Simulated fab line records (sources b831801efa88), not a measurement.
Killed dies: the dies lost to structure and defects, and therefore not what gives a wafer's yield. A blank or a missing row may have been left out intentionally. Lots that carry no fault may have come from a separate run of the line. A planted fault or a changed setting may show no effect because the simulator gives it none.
Chamber matching + flow sky130 + SKY_VIA4_CMP_02 on cmp-01 has 4 sister chambers
The step polishes SiO2. 8 wafers are shown with their chamber, then 9 later ones without.

WAFERS WITH THEIR CHAMBER
| wafer  | chamber | motorCurrentA (A) |
|--------|---------|-------------------|
| L572.4 | 0       | 12.5              |
| L574.3 | 0       | 11.5              |
| L577.1 | 2       | 12.9              |
| L577.3 | 3       | 10.7              |
| L580.3 | 3       | 10.2              |
| L588.2 | 2       | 13.9              |
| L588.3 | 1       | 11.9              |
| L588.5 | 1       | 11.3              |

WAFERS MISSING THEIR CHAMBER
| wafer  | motorCurrentA (A) |
|--------|-------------------|
| L590.1 | 12.1              |
| L590.4 | 14.5              |
| L590.5 | 11.9              |
| L592.1 | 10.9              |
| L592.3 | 12.5              |
| L592.6 | 14.1              |
| L594.4 | 10.5              |
| L594.5 | 10.7              |
| L594.6 | 12.0              |

EACH ONE'S CHAMBER
| wafer  | from the rows above          | in truth |
|--------|------------------------------|----------|
| L590.1 | can't be placed: 0 or 1      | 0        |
| L590.4 | 2                            | 2        |
| L590.5 | can't be placed: 0 or 1      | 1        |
| L592.1 | can't be placed: 3 or 1 or 0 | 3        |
| L592.3 | can't be placed: 0 or 1 or 2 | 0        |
| L592.6 | 2                            | 2        |
| L594.4 | can't be placed: 3 or 1      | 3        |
| L594.5 | can't be placed: 3 or 1 or 0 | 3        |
| L594.6 | can't be placed: 0 or 1      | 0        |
Placed correctly: 2 of 9. These rows do not allow placing 7 (true chamber among the candidates in 7). Number placed wrongly: 0.
How it was worked out, from the rows above alone: a wafer's distance from a chamber is the root of the sum, over the readings, of the square of ((its reading less the chamber's mean) divided by the reading's scatter). The wafer belongs to the nearest chamber; if the next one is less than 2 further off, it can't be placed. A chamber's mean is the mean of its shown wafers. How the scatter is found: for the shown wafers, subtract from each reading the mean of its chamber, square and add these, divide the total by (wafers less chambers), then take the root.
